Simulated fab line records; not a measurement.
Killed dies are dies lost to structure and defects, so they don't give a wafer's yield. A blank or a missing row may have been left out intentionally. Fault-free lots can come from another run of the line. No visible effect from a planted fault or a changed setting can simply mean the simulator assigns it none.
Which tool was responsible?    flow gf180mcu    13 lots, 37 wafers sampled, at 5 steps of a route of 602

WHAT EACH GAUGE READ, for each wafer
GF_V2_RS_MEAS_24: measures by four-point-probe.
lot   measured      on             V2_W_RS (ohm/sq)
L448  day 20 07:53  film metro-03  0.323 0.326
L449  day 20 16:43  film metro-02  0.328 0.323 0.325
L450  day 21 04:47  film metro-03  0.315 0.322 0.322
L452  day 21 19:17  film metro-03  0.329 0.326 0.328
L453  day 22 03:44  film metro-02  0.320 0.327 0.330
L456  day 23 07:21  film metro-03  0.329 0.320 0.315
L455  day 23 08:35  film metro-03  0.319 0.324 0.333
L458  day 24 03:44  film metro-01  0.323 0.322 0.325
L460  day 24 20:23  film metro-03  0.318 0.330 0.333
L463  day 25 13:59  film metro-03  0.329 0.318 0.335
L464  day 25 18:03  film metro-01  0.315 0.316 0.326
L468  day 27 03:56  film metro-03  0.315 0.317
L471  day 27 23:34  film metro-02  0.322 0.307 0.325

GF_M4_OVL_MEAS_15.
lot   measured      on          M4_OVL (nm)
L448  day 23 11:17  overlay-02  0 -1
L449  day 23 19:38  overlay-02  -9 -3 -1
L450  day 24 05:44  overlay-01  -6 -8 -8
L452  day 24 19:56  overlay-02  0 -4 -4
L453  day 25 04:58  overlay-02  0 -1 -1
L456  day 26 04:23  overlay-02  -4 5 3
L455  day 26 05:41  overlay-01  2 1 3
L458  day 27 00:02  overlay-01  -10 -1 -5
L460  day 27 15:55  overlay-01  3 -5 6
L463  day 28 07:29  overlay-01  3 -1 5
L464  day 28 11:14  overlay-02  0 6 15
L468  day 29 19:32  overlay-02  5 0
L471  day 30 12:20  overlay-02  5 6 4

GF_V5_THK_MEAS_03.
lot   measured      on             V5_CVD_02_THK (nm)
L448  day 26 08:24  film metro-02  1429 1464
L449  day 26 16:51  film metro-02  1463 1429 1454
L450  day 27 02:32  film metro-01  1448 1445 1463
L452  day 27 16:13  film metro-02  1451 1439 1486
L453  day 27 22:07  film metro-02  1464 1453 1464
L456  day 28 20:55  film metro-02  1454 1487 1444
L455  day 28 22:36  film metro-01  1436 1460 1456
L458  day 29 14:37  film metro-04  1422 1428 1446
L460  day 30 05:40  film metro-01  1441 1471 1464
L463  day 30 20:47  film metro-04  1499 1535 1557
L464  day 30 23:46  film metro-04  1509 1502 1503
L468  day 32 05:31  film metro-01  1431 1429
L471  day 32 20:43  film metro-04  1447 1468 1484

WHICH TOOL RAN EACH LOT (tool, then ch and the chambers of the sampled wafers, then the start)
lot   GF_V3_CVD_23                   GF_V5_CVD_02
L448  cvd w-02 ch 1, day 22 10:22    pecvd-04 ch 2, day 26 08:18
L449  cvd w-01 ch 0,1, day 22 19:45  pecvd-04 ch 0,1,2, day 26 16:39
L450  cvd w-02 ch 0,1, day 23 06:28  pecvd-03 ch 0,2, day 27 02:25
L452  cvd w-02 ch 0,1, day 23 21:17  pecvd-04 ch 1,2, day 27 16:07
L453  cvd w-02 ch 0,1, day 24 05:44  pecvd-01 ch 0,1,2, day 27 22:01
L456  cvd w-01 ch 1, day 25 06:16    pecvd-01 ch 0,1,2, day 28 20:48
L455  cvd w-02 ch 0,1, day 25 07:38  pecvd-03 ch 0,1,2, day 28 22:30
L458  cvd w-01 ch 0,1, day 26 02:19  pecvd-04 ch 0,1,2, day 29 14:30
L460  cvd w-02 ch 0,1, day 26 18:16  pecvd-04 ch 0,1,2, day 30 05:34
L463  cvd w-01 ch 0,1, day 27 10:57  pecvd-04 ch 0,2, day 30 20:41
L464  cvd w-01 ch 1, day 27 14:33    pecvd-04 ch 0,1,2, day 30 23:39
L468  cvd w-01 ch 0,1, day 28 23:43  pecvd-03 ch 1,2, day 32 05:25
L471  cvd w-02 ch 0,1, day 29 16:48  pecvd-01 ch 0,1,2, day 32 20:36
- GF_V3_CVD_23: deposits W, target thk 350 nm, time 104.9 s.
- GF_V5_CVD_02: deposits SiO2 from TEOS, target thk 1450 nm, time 163.28 s.

WHAT THE TOOLS THEMSELVES READ (means of the sampled wafers that have a number; where no wafer has one, the mark that the record gives instead)
GF_V3_CVD_23.
lot   tool      heater power w (W)
L448  cvd w-02  692
L449  cvd w-01  832
L450  cvd w-02  701
L452  cvd w-02  712
L453  cvd w-02  703
L456  cvd w-01  868
L455  cvd w-02  706
L458  cvd w-01  818
L460  cvd w-02  708
L463  cvd w-01  823
L464  cvd w-01  862
L468  cvd w-01  832
L471  cvd w-02  704

GF_V5_CVD_02.
lot   tool      heater power w (W)  rf fwd power W (W)
L448  pecvd-04  665                 598.2
L449  pecvd-04  584                 597.8
L450  pecvd-03  674                 596.7
L452  pecvd-04  651                 598.2
L453  pecvd-01  643                 596.4
L456  pecvd-01  707                 595.9
L455  pecvd-03  685                 598.1
L458  pecvd-04  587                 598.8
L460  pecvd-04  608                 596.6
L463  pecvd-04  645                 692.4
L464  pecvd-04  580                 693.4
L468  pecvd-03  668                 598.0
L471  pecvd-01  725                 597.3

THE ANSWER, worked out from the rows above alone
Rule: the lots themselves supply what counts as usual. Put in order of their means at a reading, lots are off if they are a third of the lots or fewer, leave a main group of 4 or more, and stand apart from it by a gap of 3 or more times the standard deviation of the main group's means; of several such gaps the widest counts. If all means in a main group match to the digits the tables above print for the reading, that group is not used. Also off: a lot with no number at a reading for which 4 or more lots have one. Any other lot the step has rows for is counted as sound. After the gauges, taken in route order, come the tools' own readings; for these a lot's mean is taken, as printed above. At the first step where some lot is off, the reading lying furthest off is the one used; lots without a number count as furthest.
Off: L463, L464, at GF_V5_THK_MEAS_03 (V5_CVD_02_THK). For the main group the mean is 1451 nm and the standard deviation 11.
A tool fits if, at a process step before that reading, it ran every lot that is off, and no sound lot after the first of them. Not tried: the gauges at GF_V5_THK_MEAS_03; whatever is off there is also off at GF_V5_CVD_02, on other tools, and gauge error can't account for it. One fits: GF_V5_CVD_02 on pecvd-04. Its last sound lot is L460 (day 30 05:34), its first lot that is off L463 (day 30 20:41): a fault that began between those two fits.
The tool's own readings at GF_V5_CVD_02 bear it out: on the lots that are off they differ by more than 5 times the standard deviation of the sound lots' means. rf fwd power W reads 692.9 W there against 597.5 W on the sound lots.

WHAT THE SIMULATOR HAD INSERTED
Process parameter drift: pecvd-04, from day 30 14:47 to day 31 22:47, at GF_V5_CVD_02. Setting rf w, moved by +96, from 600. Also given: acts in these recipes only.
Struck lots among those shown: L463, L464. The same result came from the rule above.
